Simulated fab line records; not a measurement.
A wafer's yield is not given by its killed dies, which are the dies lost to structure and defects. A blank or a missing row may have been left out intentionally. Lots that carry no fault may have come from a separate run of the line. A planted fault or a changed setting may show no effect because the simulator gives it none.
A struck lot beside a sound one	flow gf180mcu	15 out of 602 route steps
Sound: wafers L206.2, L206.3, L206.4. Struck: wafers L214.1, L214.2, L214.3. Last of all comes the cause.
For every step that has rows: the tool of each side, followed by ch and its chambers, followed by its first start. Under that, the readings that differ: sound wafers	struck wafers	difference of the means	sigmas: that difference in standard deviations of wafers without a fault.
alike: same words and numbers on both sides, and readings whose means sit less than 2 such deviations apart. not compared: any withheld reading, any reading some wafer has no value for, any bound like >300 that may hide the same value, and any number with overlapping values for which the record gives no deviation.
Wherever a step has rows on one side only, a row that says differs or no value, or a row with sigmas, the two part there. Non-overlapping numbers with no deviation appear without sigmas and do not part them. A reading that every wafer of one side lacks parts them only if that side has two wafers or more.

GF_NSD_CD_MEAS_07: the cd target is 400 nm.
  sound: cd_sem-02 at day 17 13:18; struck: cd_sem-02 at day 20 07:23
  alike: cd_nm
GF_NSD_OVL_MEAS_08:
  sound: overlay-01 at day 17 13:25; struck: overlay-02 at day 20 07:30
  alike: NSD_OVL
then, 2 steps without rows for these wafers: GF_NSD_IMPLANT_09; GF_NSD_IMPLANT_10.
GF_NSD_STRIP_11: strips in O2/N2.
  sound on plasma_asher-04 ch 0,1, day 17 13:44; struck on plasma_asher-01 ch 0,1, day 20 07:50
  alike: drypump_motor_current_A, heater_power_w, oes_product_au, strip_time_to_endpoint_s
  not compared: rf_hours_counter_h
GF_NSD_TW_MEAS_12:
  sound: film_metro-03 at day 17 13:51; struck: film_metro-04 at day 20 07:56
  alike: NSD_TW
then, 6 steps without rows for these wafers: GF_PSD_DEHYDRATE_00 (time 60 s); GF_PSD_HMDS_01 (prime time 60 s); GF_PSD_COAT_02 (resist thk 1000 nm); GF_PSD_SOFTBAKE_03 (time 60 s); GF_PSD_EXPOSE_04 (exposes mask Pplus, target cd 400 nm); GF_PSD_PEB_05.
GF_PSD_DEVELOP_06: develop time 60 s.
  sound on litho_track-04 ch 0, day 18 12:35; struck on litho_track-02 ch 0, day 21 07:51
reading	sound	struck	difference	sigmas
developer_temp_C (C)	22.96 22.98 23.02	22.29 22.33 22.20	-0.71	-6
GF_PSD_CD_MEAS_07: the cd target is 400 nm.
  sound: cd_sem-02 at day 18 12:44; struck: cd_sem-02 at day 21 08:00
  alike: cd_nm
-- the record jumps here: 13 days lie between the struck wafers' starts before and after (it left off in module PSD and takes up again in module PASSIVATION, whose first step shown is number 602 of the route) --
GF_PASSIVATION_PROBE_99:
  record: rows for the struck wafers here (prober-02, day 34 09:50), none for the sound ones

WHERE THEY PART
First at GF_PSD_DEVELOP_06; last, within this record, at GF_PASSIVATION_PROBE_99.

WHY: whatever the simulator had introduced
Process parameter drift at GF_PSD_DEVELOP_06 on litho_track-02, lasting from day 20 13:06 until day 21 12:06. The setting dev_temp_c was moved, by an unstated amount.
